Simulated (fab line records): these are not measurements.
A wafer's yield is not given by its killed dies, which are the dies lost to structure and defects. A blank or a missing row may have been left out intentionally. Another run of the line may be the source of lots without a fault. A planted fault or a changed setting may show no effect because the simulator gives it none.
fab line records ; flow gf180mcu
record: lots: 6; wafers: 18; last_day: 35
route steps=602 shown V4@481
lots untouched by any fault: they come from a run of this same line in which no faults occurred
start_h: hours from the record's first day to the start of the lot's first wafer shown ; wait_h: hours elapsed since this lot's preceding step ; " identical to the entry in the row above ; L1.1+2: a single row standing in for several wafers ; - no value, or no start was given ; * or withheld: withheld ; < > ~ a bound
route shown NAME@n: a module of which the file shows steps, and the number in the route of the first ; usual: the fault-free wafers' mean and standard deviation ; same: alike in all rows ; chamber/n: place in a boat ; sites: readings site by site ; _std_site: standard deviation across them ; _edge_site: mean of outer sites minus mean of inner sites ; radius_mm: how far each site lies from the wafer's centre ; mask NAME#n: copy n ; behind: the tool/chamber that last shaped the wafer ; hold: reason for holding the lot/hours on hold/outcome of the hold ; device: which transistor (n, p or np) failed to switch ; end of line: tests of these same wafers at the route's end ; a step without rows: its recipe alone ; killed: dies that structure and defects cost at the first sort, which is not the same as the wafer's yield ; map: a wafer's dies, marking killed ones x, the rest . and places with no die _
set.NAME: the run value of the setting; set.NAME@STEP: its run value at that earlier step ; model.NAME: the simulator's own value behind a step, which no gauge read
a table for each step, a row for each wafer; lots at some steps of the route
services: from which hour (start_h, from the record's first day; less than 0 if before it) a tool's chamber was out of use, for how many hours, and why
== steps ==
step: GF_V4_BOW_MEAS_05
recipe: mode: bow
usual: V4_BOW: 135/8.3
lot.wafer;tool;chamber;start_h;wait_h;V4_BOW[um]
L372.1;film_metro-02;-;619.57;0.2;111
L372.3;film_metro-02;-;619.57;0.2;130
L372.6;film_metro-02;-;619.57;0.2;124
L373.1;film_metro-04;-;629.11;0.1;145
L373.4;film_metro-04;-;629.11;0.1;148
L373.5;film_metro-04;-;629.11;0.1;132
L374.1;film_metro-04;-;639.96;0.1;134
L374.3;film_metro-04;-;639.96;0.1;128
L374.5;film_metro-04;-;639.96;0.1;128
L384.3;film_metro-03;-;696.48;0.3;129
L384.5;film_metro-03;-;696.48;0.3;129
L384.6;film_metro-03;-;696.48;0.3;128
L387.1;film_metro-04;-;723.73;0.2;126
L387.2;film_metro-04;-;723.73;0.2;134
L387.3;film_metro-04;-;723.73;0.2;135
L388.1;film_metro-02;-;723.80;0.2;145
L388.4;film_metro-02;-;723.80;0.2;134
L388.6;film_metro-02;-;723.80;0.2;136
step: GF_V4_DEHYDRATE_06
recipe: temp_c: 200; time_s: 60
step: GF_V4_HMDS_07
recipe: prime_time_s: 60; prime_temp_c: 120
step: GF_V4_COAT_08
recipe: resist: BARC; temp_c: withheld; time_s: withheld; spin_rpm: withheld; resist_thk_nm: withheld
step: GF_V4_COAT_09
recipe: resist: KrF; spin_rpm: withheld; resist_thk_nm: 1000
step: GF_V4_SOFTBAKE_10
recipe: temp_c: 130; time_s: 60; resist: KrF
step: GF_V4_EXPOSE_11
recipe: mask_id: Via4; target_cd_nm: 260; na: 0.68; source_shape: conventional; sigma_outer: 0.6; dose_mj: 38
step: GF_V4_PEB_12
recipe: peb_temp_c: 135; peb_time_s: 92.34; resist: KrF
usual: heater_power_total_W: 85.60/0.13; plate_sensor_t_centre_C: 136.13/0.011; plate_sensor_t_edge_C: 136.29/0.0094
lot.wafer;tool;chamber;start_h;wait_h;heater_power_total_W;plate_sensor_t_centre_C;plate_sensor_t_edge_C
L372.1;litho_track-04;0;-;-;85.45;136.13;136.29
L372.3;litho_track-04;0;-;-;85.69;136.14;136.3
L372.6;litho_track-04;0;-;-;85.52;136.12;136.28
L373.1;litho_track-04;0;-;-;85.80;136.12;136.28
L373.4;litho_track-04;0;-;-;85.71;136.12;136.28
L373.5;litho_track-04;0;-;-;85.53;136.12;136.29
L374.1;litho_track-04;0;-;-;85.65;136.12;136.3
L374.3;litho_track-04;0;-;-;85.51;136.14;136.3
L374.5;litho_track-04;0;-;-;85.48;136.12;136.29
L384.3;litho_track-02;0;-;-;85.47;136.12;136.29
L384.5;litho_track-02;0;-;-;85.53;136.16;136.3
L384.6;litho_track-02;0;-;-;85.56;136.15;136.3
L387.1;litho_track-04;0;-;-;85.81;136.13;136.3
L387.2;litho_track-04;0;-;-;85.74;136.11;136.3
L387.3;litho_track-04;0;-;-;85.54;136.14;136.29
L388.1;litho_track-04;0;-;-;85.49;136.14;136.28
L388.4;litho_track-04;0;-;-;85.72;136.13;136.31
L388.6;litho_track-04;0;-;-;85.78;136.13;136.28
step: GF_V4_DEVELOP_13
recipe: develop_time_s: 60; resist: KrF; dev_temp_c: 21
step: GF_V4_CD_MEAS_14
recipe: target_cd_nm: 260
usual: cd_nm: 260.1/1.1
lot.wafer;tool;chamber;start_h;wait_h;cd_nm
L372.1;cd_sem-01;-;641.47;0.1;259.9
L372.3;cd_sem-01;-;641.47;0.1;260.4
L372.6;cd_sem-01;-;641.47;0.1;260.2
L373.1;cd_sem-01;-;650.97;0.1;258.1
L373.4;cd_sem-01;-;650.97;0.1;257.2
L373.5;cd_sem-01;-;650.97;0.1;258.2
L374.1;cd_sem-02;-;661.62;0.1;259.9
L374.3;cd_sem-02;-;661.62;0.1;260.1
L374.5;cd_sem-02;-;661.62;0.1;260.2
L384.3;cd_sem-02;-;716.59;0.1;261.4
L384.5;cd_sem-02;-;716.59;0.1;261.3
L384.6;cd_sem-02;-;716.59;0.1;262.0
L387.1;cd_sem-01;-;743.17;0.1;260.8
L387.2;cd_sem-01;-;743.17;0.1;260.8
L387.3;cd_sem-01;-;743.17;0.1;261.3
L388.1;cd_sem-01;-;743.52;0.1;260.0
L388.4;cd_sem-01;-;743.52;0.1;259.9
L388.6;cd_sem-01;-;743.52;0.1;258.3
step: GF_V4_OVL_MEAS_15
usual: V4_OVL: 1/5
lot.wafer;tool;chamber;start_h;wait_h;V4_OVL[nm]
L372.1;overlay-01;-;641.59;0.1;-3
L372.3;overlay-01;-;641.59;0.1;10
L372.6;overlay-01;-;641.59;0.1;-3
L373.1;overlay-02;-;651.09;0.1;7
L373.4;overlay-02;-;651.09;0.1;9
L373.5;overlay-02;-;651.09;0.1;7
L374.1;overlay-02;-;661.74;0.1;5
L374.3;overlay-02;-;661.74;0.1;-1
L374.5;overlay-02;-;661.74;0.1;3
L384.3;overlay-02;-;716.68;0.1;4
L384.5;overlay-02;-;716.68;0.1;3
L384.6;overlay-02;-;716.68;0.1;4
L387.1;overlay-01;-;743.29;0.1;-5
L387.2;overlay-01;-;743.29;0.1;8
L387.3;overlay-01;-;743.29;0.1;-5
L388.1;overlay-01;-;743.64;0.1;10
L388.4;overlay-01;-;743.64;0.1;11
L388.6;overlay-01;-;743.64;0.1;2
step: GF_V4_ETCH_16
recipe: chemistry: N2/H2; target_depth_a: withheld; overetch_a: withheld; time_s: withheld; target: BARC; ion_energy_ev: 200; source_w: 500; bias_w: 100; pressure_mtorr: 30; n2_flow_sccm: 100; h2_flow_sccm: 200
usual: bias_w: 100.0/0.3; chamber_pressure_mTorr: 29.999/0.026; drypump_motor_current_A: 5.8/0.4; h2_flow_sccm: 200.2/0.59; oes_product_au: 0.855/0.0046; throttle_valve_pct: 13.225/0.0093
lot.wafer;tool;chamber;start_h;wait_h;bias_w;chamber_pressure_mTorr;drypump_motor_current_A;h2_flow_sccm;oes_product_au;throttle_valve_pct
L372.1;rie_diel-01;3;641.62;0.0;100.0;29.985;5.6;200.8;0.857;13.228
L372.3;rie_diel-01;1;641.62;0.0;99.6;30.047;6.3;201.3;0.859;13.228
L372.6;rie_diel-01;0;641.62;0.0;99.7;30.000;5.9;200.8;0.858;13.228
L373.1;rie_diel-01;0;651.12;0.0;100.1;29.994;5.9;199.6;0.852;13.238
L373.4;rie_diel-01;3;651.12;0.0;100.0;30.004;5.6;200.2;0.865;13.244
L373.5;rie_diel-01;0;651.12;0.0;100.1;30.005;5.9;199.5;0.853;13.225
L374.1;rie_diel-04;1;661.77;0.0;100.2;30.030;6.5;201.2;0.848;13.213
L374.3;rie_diel-04;2;661.77;0.0;99.5;30.006;5.6;199.1;0.854;13.241
L374.5;rie_diel-04;3;661.77;0.0;99.3;29.994;5.9;200.3;0.858;13.211
L384.3;rie_diel-03;3;716.70;0.0;99.8;29.955;5.8;199.8;0.861;13.231
L384.5;rie_diel-03;0;716.70;0.0;99.7;30.027;5.5;200.1;0.863;13.229
L384.6;rie_diel-03;3;716.70;0.0;100.3;29.980;5.8;200.2;0.863;13.238
L387.1;rie_diel-04;2;743.32;0.0;100.3;29.999;5.6;198.8;0.864;13.211
L387.2;rie_diel-04;0;743.32;0.0;100.2;30.017;5.3;199.6;0.860;13.211
L387.3;rie_diel-04;3;743.32;0.0;99.8;30.005;5.9;202.3;0.856;13.221
L388.1;rie_diel-01;3;743.67;0.0;100.1;29.998;5.6;200.8;0.844;13.219
L388.4;rie_diel-01;1;743.67;0.0;100.1;30.000;6.3;199.9;0.850;13.235
L388.6;rie_diel-01;0;743.67;0.0;100.6;30.008;5.9;200.9;0.861;13.234
step: GF_V4_ETCH_17
recipe: chemistry: C4F8/O2/Ar; mask_material: KrF; target: SiO2; stop_on: TiN; source_w: 1500; bias_w: 1200; pressure_mtorr: 40; c4f8_flow_sccm: withheld; O2_flow_sccm: 6; Ar_flow_sccm: 300; time_s: withheld; target_depth_a: 6300
usual: bias_w: 1200/3.7; chamber_pressure_mTorr: 40.00/0.037; oes_product_au: 0.856/0.0045
lot.wafer;tool;chamber;start_h;wait_h;bias_w;chamber_pressure_mTorr;oes_product_au
L372.1;rie_diel-01;3;641;-;1205;40.01;0.853
L372.3;rie_diel-01;1;641;-;1197;40.02;0.856
L372.6;rie_diel-01;0;641;-;1204;39.93;0.855
L373.1;rie_diel-01;0;651;-;-;-;-
L373.4;rie_diel-01;3;651;-;-;-;-
L373.5;rie_diel-01;0;651;-;-;-;-
L374.1;rie_diel-04;1;661;-;-;-;-
L374.3;rie_diel-04;2;661;-;-;-;-
L374.5;rie_diel-04;3;661;-;-;-;-
L384.3;rie_diel-03;3;716;-;1204;39.95;0.858
L384.5;rie_diel-03;0;716;-;1203;39.92;0.852
L384.6;rie_diel-03;3;716;-;1197;40.03;0.854
L387.1;rie_diel-04;2;743;-;1193;39.97;0.850
L387.2;rie_diel-04;0;743;-;1198;40.01;0.864
L387.3;rie_diel-04;3;743;-;1201;40.02;0.857
L388.1;rie_diel-01;3;743;-;1199;40.04;0.861
L388.4;rie_diel-01;1;743;-;1204;39.98;0.851
L388.6;rie_diel-01;0;743;-;1203;40.03;0.854
step: GF_V4_STRIP_18
recipe: chemistry: O2/N2; power_w: 1400; pressure_mtorr: 1500; platen_temp_c: 250; o2_flow_sccm: 3000; n2_flow_sccm: 300; overash_fraction: 0.5
usual: drypump_motor_current_A: 5.5/0.32; heater_power_w: 349/41; oes_product_au: 0.592/0.0056
lot.wafer;tool;chamber;start_h;wait_h;drypump_motor_current_A;heater_power_w;oes_product_au;rf_hours_counter_h
L372.1;plasma_asher-02;0;641.75;-;5.1;293;0.600;99
L372.3;plasma_asher-02;1;641.75;-;5.8;360;0.595;-
L372.6;plasma_asher-02;0;641.75;-;5.1;300;0.594;-
L373.1;plasma_asher-02;0;651.25;-;5.1;294;0.666;100
L373.4;plasma_asher-02;1;651.25;-;5.8;376;0.666;-
L373.5;plasma_asher-02;1;651.25;-;5.8;366;0.664;-
L374.1;plasma_asher-04;1;661.90;-;6.0;432;0.661;63
L374.3;plasma_asher-04;1;661.90;-;6.0;433;0.665;-
L374.5;plasma_asher-04;0;661.90;-;5.0;334;0.653;-
L384.3;plasma_asher-04;1;716.87;-;5.9;433;0.604;-
L384.5;plasma_asher-04;1;716.87;-;6.0;426;0.594;-
L384.6;plasma_asher-04;0;716.87;-;5.0;327;0.599;-
L387.1;plasma_asher-02;0;743.45;-;5.1;302;0.590;0
L387.2;plasma_asher-02;1;743.45;-;5.8;378;0.598;0
L387.3;plasma_asher-02;1;743.45;-;5.8;380;0.588;-
L388.1;plasma_asher-03;0;743.80;-;5.4;311;0.582;35
L388.4;plasma_asher-03;0;743.80;-;5.4;317;0.589;-
L388.6;plasma_asher-03;1;743.80;-;5.4;360;0.586;-
step: GF_V4_STRIP_19
recipe: chemistry: post_etch_residue_remover; time_s: 1200; temp_c: 72.5
== services ==
tool;chamber;start_h;hours;kind
rie_diel-01;2;641.48;-;clean
rie_diel-01;2;641.48;22.5;scheduled_down
rie_diel-01;2;641.48;22.5;vent_cycle
rie_diel-03;1;709.83;-;clean
rie_diel-03;1;709.83;24.8;scheduled_down
rie_diel-03;1;709.83;24.8;vent_cycle
rie_diel-04;2;730.61;5.2;repair
plasma_asher-02;-;733.75;9.0;pm
plasma_asher-02;0;733.75;9.0;vent_cycle
plasma_asher-02;1;733.75;9.0;vent_cycle
rie_diel-01;2;740.85;6.9;repair
plasma_asher-02;0;742.75;-;clean
plasma_asher-02;1;742.75;-;clean
== key ==
first_sign: step: GF_V4_ETCH_17; reading: tool_record; direction: missing
effect: step: GF_V4_STRIP_18; reading: oes_product_au; direction: up; sigmas: 13; usual: 0.592; struck: 0.662
met_at GF_V4_ETCH_17
struck_wafers L373.1,L373.4,L373.5,L374.1,L374.3,L374.5
later_rows_left_out L373.1,L373.4,L373.5,L374.1,L374.3,L374.5
sort_left_out L373.1,L373.4,L373.5,L374.1,L374.3,L374.5
onset_between 641 651
fault: kind: skipped_step_whole; tool: rie_diel-01,rie_diel-04; chamber: -; onset_h: 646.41; steps: GF_V4_ETCH_17; scope: struck_lots_only
sort_left_out: the simulated sort isn't trusted on such a fault, so these wafers' sort isn't shown, and their yield isn't known
later_rows_left_out: the simulator's readings of these wafers behind a module that went badly wrong aren't trusted and aren't shown, but for the sort
